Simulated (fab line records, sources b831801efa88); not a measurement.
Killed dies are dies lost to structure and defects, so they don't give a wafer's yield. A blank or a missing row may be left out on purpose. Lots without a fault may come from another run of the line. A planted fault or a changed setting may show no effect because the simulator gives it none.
A struck lot beside a sound one | flow sky130 | 17 steps out of a route of 708
Sound: wafers L457.1, L457.5, L457.6. Struck: wafers L466.1, L466.4, L466.5. The cause comes at the end.
At each step with rows: each side's tool, then ch and its chambers, then its first start. Under that, the readings that differ: sound wafers | struck wafers | difference of the means | sigmas: that difference in standard deviations of wafers without a fault.
alike: readings whose means differ by less than 2 such deviations, and words and numbers that are the same on both sides. not compared: withheld readings, readings that some wafer has no value for, bounds like >300 that may hide the same value, and numbers for which the record gives no deviation and whose values overlap.
The two part at a step that has a row with sigmas, a row that says differs or no value, or rows on one side only. Numbers that don't overlap but have no deviation are shown without sigmas and don't part them. A reading that every wafer of one side lacks parts them only if that side has two wafers or more.

SKY_POLY_GATE_THK_MEAS_04:
  sound on film_metro-04, day 17 05:13; struck on film_metro-01, day 20 21:08
  reading                   | sound          | struck         | difference | sigmas
  POLY_GATE_CVD_03_THK (nm) | 76.2 76.6 76.0 | 74.9 75.0 74.6 | -1.4       | -2
then, 8 steps without rows for these wafers: SKY_POLY_GATE_DEHYDRATE_05 (time 60 s); SKY_POLY_GATE_HMDS_06 (prime time 60 s); SKY_POLY_GATE_COAT_07 (resist thk 110 nm); SKY_POLY_GATE_COAT_08 (resist thk 450 nm); SKY_POLY_GATE_SOFTBAKE_09 (time 87.67 s); SKY_POLY_GATE_EXPOSE_10 (exposes mask P1M, target cd 150 nm); SKY_POLY_GATE_PEB_11; SKY_POLY_GATE_DEVELOP_12 (develop time 60 s).
SKY_POLY_GATE_CD_MEAS_13: target cd 150 nm.
  sound on cd_sem-01, day 18 10:29; struck on cd_sem-01, day 22 03:17
  reading    | sound             | struck            | difference | sigmas
  cd_nm (nm) | 152.2 151.8 151.1 | 147.9 147.1 148.4 | -3.9       | -2
SKY_POLY_GATE_OVL_MEAS_14:
  sound on overlay-02, day 18 10:37; struck on overlay-02, day 22 03:25
  alike: POLY_GATE_OVL
SKY_POLY_GATE_ETCH_15: etches BARC in N2/H2, stops on SiO2, time 118.5 s, target depth 110 nm.
  sound on rie_diel-02 ch 0,1,3, day 18 10:39; struck on rie_diel-01 ch 0,1,3, day 22 03:27
  alike: bias_w, chamber_pressure_mTorr, drypump_motor_current_A, oes_product_au, throttle_valve_pct
  not compared: rf_hours_counter_h
SKY_POLY_GATE_ETCH_16: etches Si3N4 in CH3F/O2, stops on poly-Si, time 147.5 s, target depth 75 nm.
  sound on rie_diel-02 ch 0,1,3, day 18 10:44; struck on rie_diel-01 ch 0,1,3, day 22 03:32
  no value came back on the struck wafers for any of 6 readings (O2_flow_sccm (sccm), bias_w (W) and others); on the sound wafers O2_flow_sccm (sccm) reads 29.95 30.11 30.00
  reading                                          | sound           | struck            | difference | sigmas
  model.KrF-thick_of_POLY_GATE_COAT_08.thk_nm (nm) | 236.6 237.1 234 | 341.3 344.3 344.1 | +107.3     |
  not compared: rf_hours_counter_h
SKY_POLY_GATE_ETCH_17: etches poly-Si in HBr/Cl2, stops on SiO2, target depth 180 nm, time 70.5 s.
  sound on rie_si-02 ch 0,1,3, day 18 10:50; struck on rie_si-01 ch 1,2,3, day 22 03:38
  reading                                          | sound             | struck            | difference | sigmas
  model.KrF-thick_of_POLY_GATE_COAT_08.thk_nm (nm) | 142.6 144.2 140.2 | 247.3 250.1 249.4 | +106.6     |
  alike: HBr_flow_sccm, bias_w, drypump_motor_current_A, oes_product_au, throttle_valve_pct
  not compared: rf_hours_counter_h
SKY_POLY_GATE_STRIP_18: strips in O2/N2.
  sound on plasma_asher-02 ch 0,1, day 18 10:53; struck on plasma_asher-03 ch 0,1, day 22 03:41
  reading                      | sound             | struck            | difference | sigmas
  oes_product_au (a.u.)        | 0.363 0.357 0.364 | 0.408 0.405 0.413 | +0.047     | +11
  strip_time_to_endpoint_s (s) | 3.192 3.219 3.167 | 4.333 4.357 4.344 | +1.152     | +40
  alike: drypump_motor_current_A
  not compared: rf_hours_counter_h
then, 1 step without rows for these wafers: SKY_POLY_GATE_CLEAN_19 (cleans in SC1/SC2, time 150 s).
-- the record jumps here: 27 days lie between the struck wafers' starts before and after (it left off in module POLY_GATE and takes up again in module PAD_OPEN, whose first step shown is number 708 of the route) --
SKY_PAD_OPEN_PROBE_99:
  the record has rows for the struck wafers here (prober-01, day 49 07:01) and none for the sound ones

WHERE THEY PART
First at SKY_POLY_GATE_THK_MEAS_04; last, within this record, at SKY_PAD_OPEN_PROBE_99.

WHY: what the simulator had put in
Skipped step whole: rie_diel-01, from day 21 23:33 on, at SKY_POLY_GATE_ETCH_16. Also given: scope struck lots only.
